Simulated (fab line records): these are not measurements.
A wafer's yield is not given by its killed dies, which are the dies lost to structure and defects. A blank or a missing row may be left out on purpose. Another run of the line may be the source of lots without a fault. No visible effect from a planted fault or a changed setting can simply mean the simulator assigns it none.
What tool caused it? | flow sky130 | 72 wafers from 24 lots sampled at 6 of the route's 708 steps

WHAT THE GAUGES SHOWED, per wafer
The record holds no reading of a measuring or inspecting step that can be judged against a usual standard deviation.

EACH LOT AND THE TOOL THAT RAN IT (in order: tool; ch and the chambers of the sampled wafers; start)
lot  | SKY_LOCAL_INTERCONNECT_STRIP_15      | SKY_CONTACT_STRIP_19                 | SKY_CONTACT_CVD_24            | SKY_METAL2_SPUTTER_03        | SKY_METAL3_SPUTTER_02        | SKY_METAL3_SPUTTER_04
L074 | plasma asher-01 ch 0,1, day 30 02:13 | plasma asher-01 ch 0,1, day 31 06:43 | cvd w-01 ch 0,1, day 31 07:24 | pvd sputter-02, day 33 16:11 | pvd sputter-04, day 36 00:17 | pvd sputter-04, day 36 00:21
L075 | plasma asher-03 ch 0,1, day 30 12:41 | plasma asher-01 ch 0,1, day 31 18:29 | cvd w-02 ch 0,1, day 31 19:13 | pvd sputter-01, day 34 04:03 | pvd sputter-03, day 36 10:20 | pvd sputter-03, day 36 10:24
L076 | plasma asher-02 ch 0,1, day 30 19:43 | plasma asher-04 ch 0,1, day 32 00:42 | cvd w-02 ch 0,1, day 32 01:21 | pvd sputter-02, day 34 10:05 | pvd sputter-01, day 36 16:35 | pvd sputter-01, day 36 16:38
L077 | plasma asher-03 ch 0,1, day 31 01:19 | plasma asher-02 ch 0,1, day 32 05:30 | cvd w-02 ch 0,1, day 32 06:09 | pvd sputter-02, day 34 16:35 | pvd sputter-01, day 36 23:32 | pvd sputter-01, day 36 23:35
L078 | plasma asher-02 ch 0,1, day 31 09:58 | plasma asher-01 ch 0,1, day 32 12:57 | cvd w-02 ch 0,1, day 32 13:37 | pvd sputter-01, day 34 22:55 | pvd sputter-03, day 37 06:36 | pvd sputter-03, day 37 06:39
L079 | plasma asher-01 ch 0,1, day 33 04:44 | plasma asher-02 ch 0,1, day 34 09:00 | cvd w-01 ch 0,1, day 34 09:39 | pvd sputter-01, day 36 18:42 | pvd sputter-03, day 39 01:04 | pvd sputter-03, day 39 01:08
L080 | plasma asher-03 ch 0,1, day 33 06:48 | plasma asher-04 ch 0,1, day 34 10:55 | cvd w-02 ch 0,1, day 34 11:34 | pvd sputter-02, day 36 19:22 | pvd sputter-03, day 39 01:47 | pvd sputter-03, day 39 01:50
L081 | plasma asher-03 ch 0,1, day 33 08:07 | plasma asher-01 ch 0,1, day 34 11:48 | cvd w-01 ch 0,1, day 34 12:27 | pvd sputter-01, day 36 20:28 | pvd sputter-04, day 39 02:18 | pvd sputter-04, day 39 02:21
L082 | plasma asher-01 ch 0,1, day 33 10:15 | plasma asher-01 ch 0,1, day 34 14:15 | cvd w-01 ch 0,1, day 34 14:59 | pvd sputter-04, day 36 22:51 | pvd sputter-03, day 39 04:58 | pvd sputter-03, day 39 05:01
L084 | plasma asher-01 ch 0,1, day 33 13:52 | plasma asher-01 ch 1, day 34 17:43   | cvd w-01 ch 0, day 34 18:27   | pvd sputter-04, day 37 01:01 | pvd sputter-03, day 39 06:47 | pvd sputter-03, day 39 06:50
L083 | plasma asher-03 ch 0,1, day 33 17:05 | plasma asher-04 ch 0,1, day 34 21:21 | cvd w-02 ch 0,1, day 34 22:00 | pvd sputter-02, day 37 06:13 | pvd sputter-03, day 39 11:55 | pvd sputter-03, day 39 11:58
L086 | plasma asher-02 ch 0,1, day 34 06:32 | plasma asher-04 ch 0,1, day 35 09:51 | cvd w-02 ch 0,1, day 35 10:30 | pvd sputter-04, day 37 18:10 | pvd sputter-03, day 39 23:41 | pvd sputter-03, day 39 23:45
L085 | plasma asher-02 ch 0,1, day 34 12:47 | plasma asher-02 ch 0,1, day 35 17:11 | cvd w-02 ch 0,1, day 35 17:51 | pvd sputter-02, day 38 00:49 | pvd sputter-03, day 40 06:10 | pvd sputter-03, day 40 06:14
L087 | plasma asher-01 ch 0,1, day 34 16:04 | plasma asher-01 ch 0,1, day 35 19:00 | cvd w-02 ch 0,1, day 35 19:40 | pvd sputter-04, day 38 02:51 | pvd sputter-01, day 40 06:52 | pvd sputter-01, day 40 06:55
L088 | plasma asher-03 ch 1, day 35 08:34   | plasma asher-02 ch 0,1, day 36 11:45 | cvd w-01 ch 0,1, day 36 12:26 | pvd sputter-04, day 38 19:18 | pvd sputter-01, day 41 00:35 | pvd sputter-01, day 41 00:39
L089 | plasma asher-02 ch 0,1, day 36 07:47 | plasma asher-02 ch 0,1, day 37 10:12 | cvd w-02 ch 0,1, day 37 10:51 | pvd sputter-02, day 39 17:09 | pvd sputter-03, day 41 19:08 | pvd sputter-03, day 41 19:12
L092 | plasma asher-02 ch 0,1, day 36 19:28 | plasma asher-02 ch 0,1, day 37 22:06 | cvd w-02 ch 0,1, day 37 22:47 | pvd sputter-02, day 40 04:38 | pvd sputter-03, day 42 09:44 | pvd sputter-03, day 42 09:48
L091 | plasma asher-03 ch 0,1, day 36 19:46 | plasma asher-04 ch 0,1, day 37 23:13 | cvd w-02 ch 0,1, day 37 23:52 | pvd sputter-02, day 40 05:17 | pvd sputter-03, day 42 10:20 | pvd sputter-03, day 42 10:24
L090 | plasma asher-02 ch 0,1, day 36 20:12 | plasma asher-01 ch 0,1, day 37 23:25 | cvd w-01 ch 0,1, day 38 00:05 | pvd sputter-01, day 40 05:39 | pvd sputter-04, day 42 10:55 | pvd sputter-04, day 42 10:59
L093 | plasma asher-03 ch 0,1, day 37 06:58 | plasma asher-04 ch 0,1, day 38 10:21 | cvd w-01 ch 0,1, day 38 11:00 | pvd sputter-04, day 40 16:54 | pvd sputter-01, day 42 16:44 | pvd sputter-01, day 42 16:47
L094 | plasma asher-01 ch 0, day 37 12:12   | plasma asher-02 ch 0,1, day 38 15:18 | cvd w-01 ch 0, day 38 15:57   | pvd sputter-02, day 40 20:14 | pvd sputter-04, day 42 21:08 | pvd sputter-04, day 42 21:11
L095 | plasma asher-03 ch 0,1, day 37 20:25 | plasma asher-01 ch 0,1, day 38 23:32 | cvd w-02 ch 0,1, day 39 00:11 | pvd sputter-04, day 41 05:05 | pvd sputter-01, day 43 07:59 | pvd sputter-01, day 43 08:02
L096 | plasma asher-02 ch 0,1, day 37 20:58 | plasma asher-02 ch 0,1, day 38 23:55 | cvd w-02 ch 0, day 39 00:34   | pvd sputter-02, day 41 05:34 | pvd sputter-04, day 43 08:18 | pvd sputter-04, day 43 08:22
L097 | plasma asher-03 ch 0,1, day 38 17:22 | plasma asher-02 ch 0,1, day 39 19:40 | cvd w-01 ch 0,1, day 39 20:19 | pvd sputter-04, day 42 00:45 | pvd sputter-04, day 44 01:20 | pvd sputter-04, day 44 01:23
- SKY_LOCAL_INTERCONNECT_STRIP_15: strips in O2/N2.
- SKY_CONTACT_STRIP_19: strips in O2/N2.
- SKY_CONTACT_CVD_24: deposits W, target thk 340 nm, time 102.12 s.
- SKY_METAL2_SPUTTER_03: material Ti, target thk 5 nm, time 3.3 s.
- SKY_METAL3_SPUTTER_02: material AlCu, target thk 735 nm, time 39.1 s.
- SKY_METAL3_SPUTTER_04: material TiN, target thk 70 nm, time 58.3 s.

WHAT THE TOOLS THEMSELVES READ (means of the sampled wafers that have a number; where no wafer has one, the mark that the record gives instead)
SKY_LOCAL_INTERCONNECT_STRIP_15. Usual: drypump motor current A 5.5 A, standard deviation 0.32; oes product au 0.427 a.u., standard deviation 0.0045; strip time to endpoint s 4.721 s, standard deviation 0.02.
lot  | tool            | drypump motor current A (A) | oes product au (a.u.) | strip time to endpoint s (s) | flag
L074 | plasma asher-01 | 5.6                         | 0.427                 | 4.719                        |
L075 | plasma asher-03 | 5.4                         | 0.426                 | 4.734                        |
L076 | plasma asher-02 | 5.3                         | 0.425                 | 4.731                        |
L077 | plasma asher-03 | 5.5                         | 0.428                 | 4.723                        |
L078 | plasma asher-02 | 5.3                         | 0.425                 | 4.728                        |
L079 | plasma asher-01 | 5.6                         | 0.424                 | 4.728                        |
L080 | plasma asher-03 | 5.4                         | 0.423                 | 4.712                        |
L081 | plasma asher-03 | 5.4                         | 0.424                 | 4.730                        |
L082 | plasma asher-01 | 5.6                         | 0.429                 | 4.721                        |
L084 | plasma asher-01 | 5.8                         | 0.426                 | 4.744                        |
L083 | plasma asher-03 | 5.4                         | 0.428                 | 4.723                        |
L086 | plasma asher-02 | 5.7                         | 0.429                 | 4.742                        |
L085 | plasma asher-02 | 5.7                         | 0.431                 | 4.739                        |
L087 | plasma asher-01 | 5.6                         | 0.427                 | 4.727                        |
L088 | plasma asher-03 | 5.5                         | 0.425                 | 4.696                        |
L089 | plasma asher-02 | 5.7                         | 0.426                 | 4.679                        |
L092 | plasma asher-02 | 5.6                         | 0.425                 | 4.725                        |
L091 | plasma asher-03 | 5.5                         | 0.426                 | 4.709                        |
L090 | plasma asher-02 | 5.7                         | 0.424                 | 4.697                        |
L093 | plasma asher-03 | 5.4                         | 0.430                 | 4.712                        |
L094 | plasma asher-01 | 5.5                         | 0.424                 | 4.719                        |
L095 | plasma asher-03 | 5.5                         | 0.431                 | 4.717                        |
L096 | plasma asher-02 | 5.4                         | 0.426                 | 4.710                        |
L097 | plasma asher-03 | 5.4                         | 0.427                 | 4.743                        |

SKY_CONTACT_STRIP_19. Usual: drypump motor current A 5.7 A, standard deviation 0.35; oes product au 0.385 a.u., standard deviation 0.0045; strip time to endpoint s 3.709 s, standard deviation 0.023.
lot  | tool            | drypump motor current A (A) | oes product au (a.u.) | strip time to endpoint s (s) | flag
L074 | plasma asher-01 | 5.8                         | 0.389                 | 3.707                        |
L075 | plasma asher-01 | 5.6                         | 0.379                 | 3.728                        |
L076 | plasma asher-04 | 5.8                         | 0.382                 | 3.722                        |
L077 | plasma asher-02 | 5.7                         | 0.386                 | 3.724                        |
L078 | plasma asher-01 | 5.6                         | 0.388                 | 3.728                        |
L079 | plasma asher-02 | 5.7                         | 0.387                 | 3.710                        |
L080 | plasma asher-04 | 5.8                         | 0.385                 | 3.697                        |
L081 | plasma asher-01 | 5.6                         | 0.381                 | 3.727                        |
L082 | plasma asher-01 | 5.6                         | 0.385                 | 3.699                        |
L084 | plasma asher-01 | 5.9                         | 0.385                 | 3.701                        |
L083 | plasma asher-04 | 5.8                         | 0.385                 | 3.696                        |
L086 | plasma asher-04 | 5.8                         | 0.387                 | 3.727                        |
L085 | plasma asher-02 | 5.7                         | 0.385                 | 3.709                        |
L087 | plasma asher-01 | 5.6                         | 0.383                 | 3.704                        |
L088 | plasma asher-02 | 5.6                         | 0.384                 | 3.722                        |
L089 | plasma asher-02 | 5.3                         | 0.382                 | 3.705                        |
L092 | plasma asher-02 | 5.3                         | 0.383                 | 3.677                        |
L091 | plasma asher-04 | 5.8                         | 0.387                 | 3.697                        |
L090 | plasma asher-01 | 5.8                         | 0.385                 | 3.718                        |
L093 | plasma asher-04 | 5.8                         | 0.382                 | 3.704                        |
L094 | plasma asher-02 | 5.7                         | 0.384                 | 3.691                        |
L095 | plasma asher-01 | 5.6                         | 0.390                 | 3.704                        |
L096 | plasma asher-02 | 5.3                         | 0.385                 | 3.750                        |
L097 | plasma asher-02 | 5.3                         | 0.390                 | 3.703                        |

SKY_CONTACT_CVD_24. Usual: heater power w at 764 W, with a standard deviation of 74.
lot  | tool     | heater power w (W) | flag
L074 | cvd w-01 | 747                |
L075 | cvd w-02 | 783                |
L076 | cvd w-02 | 726                |
L077 | cvd w-02 | 782                |
L078 | cvd w-02 | 788                |
L079 | cvd w-01 | 793                |
L080 | cvd w-02 | 770                |
L081 | cvd w-01 | 767                |
L082 | cvd w-01 | 761                |
L084 | cvd w-01 | 816                |
L083 | cvd w-02 | 723                |
L086 | cvd w-02 | 721                |
L085 | cvd w-02 | 778                |
L087 | cvd w-02 | 731                |
L088 | cvd w-01 | 805                |
L089 | cvd w-02 | 722                |
L092 | cvd w-02 | 730                |
L091 | cvd w-02 | 799                |
L090 | cvd w-01 | 772                |
L093 | cvd w-01 | 806                |
L094 | cvd w-01 | 828                |
L095 | cvd w-02 | 732                |
L096 | cvd w-02 | 674                |
L097 | cvd w-01 | 712                |

SKY_METAL2_SPUTTER_03. Usual: throttle valve pct at 29.5 %, with a standard deviation of 0.9.
lot  | tool           | throttle valve pct (%) | flag
L074 | pvd sputter-02 | 29.3                   |
L075 | pvd sputter-01 | 29.7                   |
L076 | pvd sputter-02 | 29.5                   |
L077 | pvd sputter-02 | 29.5                   |
L078 | pvd sputter-01 | 29.9                   |
L079 | pvd sputter-01 | 29.7                   |
L080 | pvd sputter-02 | 29.5                   |
L081 | pvd sputter-01 | 29.7                   |
L082 | pvd sputter-04 | 30.1                   |
L084 | pvd sputter-04 | 29.4                   |
L083 | pvd sputter-02 | 29.2                   |
L086 | pvd sputter-04 | 30.2                   |
L085 | pvd sputter-02 | 29.5                   |
L087 | pvd sputter-04 | 30.3                   |
L088 | pvd sputter-04 | 30.2                   |
L089 | pvd sputter-02 | 29.9                   |
L092 | pvd sputter-02 | 29.5                   |
L091 | pvd sputter-02 | 29.3                   |
L090 | pvd sputter-01 | 30.1                   |
L093 | pvd sputter-04 | 29.1                   |
L094 | pvd sputter-02 | 29.2                   |
L095 | pvd sputter-04 | 29.3                   |
L096 | pvd sputter-02 | 29.3                   |
L097 | pvd sputter-04 | 30.3                   |

SKY_METAL3_SPUTTER_02. Usual: throttle valve pct at 29.8 %, with a standard deviation of 1.3.
lot  | tool           | throttle valve pct (%) | flag
L074 | pvd sputter-04 | 29.1                   |
L075 | pvd sputter-03 | 30.3                   |
L076 | pvd sputter-01 | 30.0                   |
L077 | pvd sputter-01 | 29.4                   |
L078 | pvd sputter-03 | 29.2                   |
L079 | pvd sputter-03 | 29.9                   |
L080 | pvd sputter-03 | 29.1                   |
L081 | pvd sputter-04 | 29.0                   |
L082 | pvd sputter-03 | 29.8                   |
L084 | pvd sputter-03 | 29.9                   |
L083 | pvd sputter-03 | 29.1                   |
L086 | pvd sputter-03 | 29.2                   |
L085 | pvd sputter-03 | 30.6                   |
L087 | pvd sputter-01 | 29.5                   |
L088 | pvd sputter-01 | 30.5                   |
L089 | pvd sputter-03 | 30.3                   |
L092 | pvd sputter-03 | 30.0                   |
L091 | pvd sputter-03 | 31.1                   |
L090 | pvd sputter-04 | 30.1                   |
L093 | pvd sputter-01 | 29.9                   |
L094 | pvd sputter-04 | 29.1                   |
L095 | pvd sputter-01 | 29.5                   |
L096 | pvd sputter-04 | 29.1                   |
L097 | pvd sputter-04 | 30.4                   |

SKY_METAL3_SPUTTER_04. Usual: throttle valve pct at 29.8 %, with a standard deviation of 1.3.
lot  | tool           | throttle valve pct (%) | flag
L074 | pvd sputter-04 | 29.0                   |
L075 | pvd sputter-03 | 30.5                   |
L076 | pvd sputter-01 | 30.1                   |
L077 | pvd sputter-01 | 29.5                   |
L078 | pvd sputter-03 | 29.2                   |
L079 | pvd sputter-03 | 30.0                   |
L080 | pvd sputter-03 | 29.1                   |
L081 | pvd sputter-04 | 29.1                   |
L082 | pvd sputter-03 | 29.8                   |
L084 | pvd sputter-03 | 30.0                   |
L083 | pvd sputter-03 | 29.2                   |
L086 | pvd sputter-03 | 29.2                   |
L085 | pvd sputter-03 | 30.5                   |
L087 | pvd sputter-01 | 29.7                   |
L088 | pvd sputter-01 | 30.2                   |
L089 | pvd sputter-03 | 30.3                   |
L092 | pvd sputter-03 | 30.0                   |
L091 | pvd sputter-03 | 31.1                   |
L090 | pvd sputter-04 | 30.0                   |
L093 | pvd sputter-01 | 29.8                   |
L094 | pvd sputter-04 | 29.3                   |
L095 | pvd sputter-01 | 29.5                   |
L096 | pvd sputter-04 | 29.1                   |
L097 | pvd sputter-04 | 30.2                   |

THE ANSWER, worked out from the rows above alone
Rule: a lot counts as off when the mean over its wafers that have a number is more than 3 standard deviations away from the usual mean. A lot without any number at a reading at which 4 lots or more have one is off too. All remaining lots with rows at the step are treated as sound. Order of review: gauges by route order, followed by the tools' own readings, for which a lot's mean as printed above is used. At the first step where some lot is off, the reading lying furthest off is the one used; lots without a number count as furthest.
Across all readings shown, no lot is off: no conclusion can be drawn from this.

WHAT THE SIMULATOR HAD PUT IN
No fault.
